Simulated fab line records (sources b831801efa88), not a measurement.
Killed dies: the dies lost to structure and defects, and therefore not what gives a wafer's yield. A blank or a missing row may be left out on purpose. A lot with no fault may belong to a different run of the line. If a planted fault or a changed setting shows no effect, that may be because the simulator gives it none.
Struck lot and sound lot, side by side / flow sky130 / 15 steps out of a route of 708
Sound: the wafers L830.1, L830.2, L830.3. The struck wafers were L840.1, L840.4, L840.6. The cause comes at the end.
For every step that has rows: the tool of each side, followed by ch and its chambers, followed by its first start. Under that, the readings that differ: sound wafers / struck wafers / difference of the means / sigmas: that difference in standard deviations of wafers without a fault.
alike: same words and numbers on both sides, and readings whose means sit less than 2 such deviations apart. not compared: any withheld reading, any reading some wafer has no value for, any bound like >300 that may hide the same value, and any number with overlapping values for which the record gives no deviation.
Wherever a step has rows on one side only, a row that says differs or no value, or a row with sigmas, the two part there. Numbers that don't overlap but have no deviation are shown without sigmas and don't part them. A reading missing from all wafers of one side parts the sides only when that side holds two or more wafers.

SKY_VIA1_CMP_02: polishes SiO2.
  sound on cmp-01 ch 0,2,3, day 34 02:24; struck on cmp-01 ch 0,1,3, day 37 10:29
  alike: motor current A
SKY_VIA1_BOW_MEAS_03:
  sound on film metro-02 at day 34 02:42; struck on film metro-03 at day 37 10:47
  alike: VIA1_BOW
then, 8 steps without rows for these wafers: SKY_VIA1_DEHYDRATE_04 (time 60 s); SKY_VIA1_HMDS_05 (prime time 60 s); SKY_VIA1_COAT_06 (resist thk 60 nm); SKY_VIA1_COAT_07 (resist thk 450 nm); SKY_VIA1_SOFTBAKE_08 (time 90 s); SKY_VIA1_EXPOSE_09 (exposes mask VIM, target cd 150 nm); SKY_VIA1_PEB_10; SKY_VIA1_DEVELOP_11 (develop time 60 s).
SKY_VIA1_CD_MEAS_12 targets a cd of 150 nm.
  sound on cd sem-02 at day 35 05:14; struck on cd sem-02 at day 38 12:29
  alike: cd nm
SKY_VIA1_OVL_MEAS_13:
  sound on overlay-02 at day 35 05:22; struck on overlay-02 at day 38 12:37
  alike: VIA1_OVL
SKY_VIA1_ETCH_14: etches BARC in N2/H2, stops on SiO2, time 45.9 s, target depth 60 nm.
  sound on rie diel-02 ch 0,2,3, day 35 05:24; struck on rie diel-01 ch 0,1,2, day 38 12:39
reading=bias w (W); sound=99.81 100.15 99.68; struck=94.38 94.62 94.08; difference=-5.52; sigmas=-18
  alike: drypump motor current A, n2 flow sccm, oes product au, throttle valve pct
  not compared: rf hours counter h
SKY_VIA1_ETCH_15: etches SiO2 in C4F8/O2/Ar, stops on TiN, target depth 351 nm, time 54 s.
  sound on rie diel-02 ch 0,2,3, day 35 05:26; struck on rie diel-01 ch 0,1,2, day 38 12:41
  alike: bias w, oes product au
  not compared: rf hours counter h
-- the record jumps here: 11 days lie between the struck wafers' starts before and after (it left off in module VIA1 and takes up again in module PAD_OPEN, whose first step shown is number 708 of the route) --
SKY_PAD_OPEN_PROBE_99:
  sound on prober-01 at day 46 15:16; struck on prober-02 at day 49 03:53
  alike: defect limited yield, killed_at_M0_to_M3, killed_at_M4_up, killed at contacts, killed at front end, killed at other, killed dies, killed open, killed short, sort_bin_3_pad_short, sort_bin_5_function, sort_bin_6_memory, sort n pass, sort yield pct

== WHERE THEY PART ==
Only at SKY_VIA1_ETCH_14, as far as this record shows. Later steps at which nothing parts them and some readings are alike: SKY_VIA1_ETCH_15, SKY_PAD_OPEN_PROBE_99.

WHY: the cause the simulator had injected
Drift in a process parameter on rie diel-01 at SKY_VIA1_ETCH_14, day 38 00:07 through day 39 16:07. Setting bias w shifted by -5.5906 from 100. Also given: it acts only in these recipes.
